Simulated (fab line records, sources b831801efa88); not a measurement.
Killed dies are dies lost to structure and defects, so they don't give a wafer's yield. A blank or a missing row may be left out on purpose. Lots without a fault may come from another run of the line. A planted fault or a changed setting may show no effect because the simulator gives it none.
Which tool did it? | flow gf180mcu | 14 lots, 39 wafers sampled, at 5 steps of a route of 602

WHAT THE GAUGES READ, wafer by wafer
GF_CONTACT_RS_MEAS_25: measures by four-point-probe.
lot  | measured     | on            | CONTACT_W_RS (ohm/sq)
L792 | day 16 19:31 | film_metro-02 | 0.371 0.379 0.373
L795 | day 17 10:55 | film_metro-04 | 0.385 0.382 0.398
L797 | day 18 07:25 | film_metro-02 | 0.379 0.382 0.385
L798 | day 19 04:56 | film_metro-02 | 0.384 0.385 0.387
L799 | day 19 08:08 | film_metro-04 | 0.389 0.383 0.391
L800 | day 19 21:12 | film_metro-02 | 0.380 0.389 0.385
L801 | day 20 03:07 | film_metro-02 | 0.395 0.398 0.387
L802 | day 20 15:45 | film_metro-01 | 0.378 0.386 0.385
L808 | day 22 20:32 | film_metro-02 | 0.380 0.385
L810 | day 23 01:35 | film_metro-04 | 0.392 0.394
L811 | day 23 08:23 | film_metro-01 | 0.386 0.380
L812 | day 23 15:19 | film_metro-02 | 0.388 0.393 0.388
L813 | day 23 21:59 | film_metro-04 | 0.389 0.383 0.387
L814 | day 24 01:23 | film_metro-02 | 0.383 0.382 0.379

GF_M1_THK_MEAS_06: measures by xrf.
lot  | measured     | on            | M1_ALCU_THK (nm)
L792 | day 16 20:20 | film_metro-02 | 454 448 454
L795 | day 17 11:43 | film_metro-03 | 454 451 449
L797 | day 18 08:26 | film_metro-02 | 445 440 442
L798 | day 19 05:58 | film_metro-02 | 445 444 444
L799 | day 19 09:07 | film_metro-01 | 446 451 451
L800 | day 19 22:10 | film_metro-03 | 440 439 440
L801 | day 20 03:56 | film_metro-02 | 451 453 458
L802 | day 20 16:34 | film_metro-02 | 451 448 456
L808 | day 22 21:21 | film_metro-03 | 451 450
L810 | day 23 02:23 | film_metro-02 | 440 444
L811 | day 23 09:24 | film_metro-02 | 442 448
L812 | day 23 16:17 | film_metro-01 | 450 451 456
L813 | day 23 22:48 | film_metro-01 | 451 439 450
L814 | day 24 02:27 | film_metro-01 | 449 447 449

GF_M1_CD_MEAS_14: target cd 230 nm.
lot  | measured     | on        | cd_nm (nm)
L792 | day 17 19:01 | cd_sem-01 | 231.3 230.2 230.9
L795 | day 18 11:28 | cd_sem-01 | 228.7 229.4 227.2
L797 | day 19 08:43 | cd_sem-01 | 229.9 229.1 230.9
L798 | day 20 06:26 | cd_sem-01 | 231.6 231.2 231.0
L799 | day 20 08:20 | cd_sem-02 | 230.4 230.6 229.7
L800 | day 20 21:19 | cd_sem-02 | 229.8 228.6 228.8
L801 | day 21 03:28 | cd_sem-02 | 229.4 230.1 229.3
L802 | day 21 16:16 | cd_sem-02 | 228.8 228.2 229.2
L808 | day 23 19:49 | cd_sem-01 | 229.4 229.5
L810 | day 24 00:49 | cd_sem-01 | 227.4 228.2
L811 | day 24 07:22 | cd_sem-02 | 229.9 230.7
L812 | day 24 14:41 | cd_sem-02 | 230.3 230.4 230.0
L813 | day 24 21:13 | cd_sem-01 | 227.8 228.5 229.4
L814 | day 25 01:16 | cd_sem-02 | 231.4 230.8 230.2

GF_V1_CD_MEAS_14: target cd 260 nm.
lot  | measured     | on        | cd_nm (nm)
L792 | day 18 19:01 | cd_sem-02 | 259.5 258.1 259.7
L795 | day 19 13:07 | cd_sem-02 | 260.9 260.8 261.0
L797 | day 20 10:13 | cd_sem-01 | 261.8 261.6 262.1
L798 | day 21 07:17 | cd_sem-02 | 260.9 261.2 260.3
L799 | day 21 09:53 | cd_sem-01 | 260.0 259.4 260.6
L800 | day 21 22:38 | cd_sem-02 | 259.4 259.4 259.7
L801 | day 22 05:11 | cd_sem-01 | 259.8 261.1 260.2
L802 | day 22 17:34 | cd_sem-02 | 260.5 261.1 259.8
L808 | day 24 19:40 | cd_sem-02 | 262.1 257.3
L810 | day 25 00:57 | cd_sem-02 | 261.1 256.2
L811 | day 25 06:34 | cd_sem-02 | 260.5 256.4
L812 | day 25 13:12 | cd_sem-01 | 260.6 260.1 260.1
L813 | day 25 20:01 | cd_sem-02 | 259.7 258.8 259.7
L814 | day 25 23:12 | cd_sem-02 | 260.3 260.9 260.2

WHICH TOOL RAN EACH LOT (tool, then ch and the chambers of the sampled wafers, then the start)
lot  | GF_V1_SOFTBAKE_10
L792 | litho_track-01 ch 0, day 18 07:00
L795 | litho_track-04 ch 0, day 19 00:00
L797 | litho_track-02 ch 0, day 19 22:00
L798 | litho_track-02 ch 0, day 20 19:00
L799 | litho_track-01 ch 0, day 20 21:00
L800 | litho_track-04 ch 0, day 21 10:00
L801 | litho_track-04 ch 0, day 21 17:00
L802 | litho_track-02 ch 0, day 22 05:00
L808 | litho_track-04 ch 0, day 24 08:00
L810 | litho_track-04 ch 0, day 24 13:00
L811 | litho_track-04 ch 0, day 24 20:00
L812 | litho_track-02 ch 0, day 25 03:00
L813 | litho_track-02 ch 0, day 25 08:00
L814 | litho_track-02 ch 0, day 25 12:00
- GF_V1_SOFTBAKE_10: time 60 s.

WHAT THE TOOLS THEMSELVES READ (means of the sampled wafers that have a number; where no wafer has one, the mark that the record gives instead)
GF_V1_SOFTBAKE_10.
lot  | tool           | heater_power_total_W (W) | run_length_s (s)
L792 | litho_track-01 | 93.09                    | 88.87
L795 | litho_track-04 | 93.01                    | 89.20
L797 | litho_track-02 | 93.04                    | 89.31
L798 | litho_track-02 | 93.02                    | 89.22
L799 | litho_track-01 | 93.08                    | 88.93
L800 | litho_track-04 | 93.02                    | 89.13
L801 | litho_track-04 | 93.03                    | 89.21
L802 | litho_track-02 | 93.04                    | 89.34
L808 | litho_track-04 | 98.52                    | 80.56
L810 | litho_track-04 | 98.55                    | 80.48
L811 | litho_track-04 | 98.55                    | 80.49
L812 | litho_track-02 | 92.98                    | 89.29
L813 | litho_track-02 | 93.08                    | 89.33
L814 | litho_track-02 | 93.08                    | 89.41

THE ANSWER, worked out from the rows above alone
Rule: what is usual is taken from the lots themselves. Put in order of their means at a reading, lots are off if they are a third of the lots or fewer, leave a main group of 4 or more, and stand apart from it by a gap of 3 or more times the standard deviation of the main group's means; of several such gaps the widest counts. A main group whose means are all the same, to the digits that the tables above print for the reading, isn't used. A lot without any number at a reading at which 4 lots or more have one is off too. The other lots that the step has rows for count as sound. The gauges are gone through in route order, then the tools' own readings, and for those a lot's mean is taken as printed above. The first step at which some lot is off is used, and at that step the reading that is off furthest; a lot without a number counts as furthest.
Off: L808, L810, L811, at GF_V1_SOFTBAKE_10 (heater_power_total_W). The main group: mean 93.04 W, standard deviation 0.034.
A tool fits if, at that step or a process step before it, it ran every lot that is off, and no sound lot after the first of them. One fits: litho_track-04 at GF_V1_SOFTBAKE_10. Its last sound lot is L801 (day 21 17:00), its first lot that is off L808 (day 24 08:00): a fault that began between those two fits.
The tool's own readings at GF_V1_SOFTBAKE_10 bear it out: on the lots that are off they differ by more than 5 times the standard deviation of the sound lots' means. heater_power_total_W reads 98.54 W there against 93.04 W on the sound lots; run_length_s reads 80.51 s there against 89.20 s on the sound lots.

WHAT THE SIMULATOR HAD PUT IN
Process parameter drift: litho_track-04, from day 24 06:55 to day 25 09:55, at GF_V1_SOFTBAKE_10. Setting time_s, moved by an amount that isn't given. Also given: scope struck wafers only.
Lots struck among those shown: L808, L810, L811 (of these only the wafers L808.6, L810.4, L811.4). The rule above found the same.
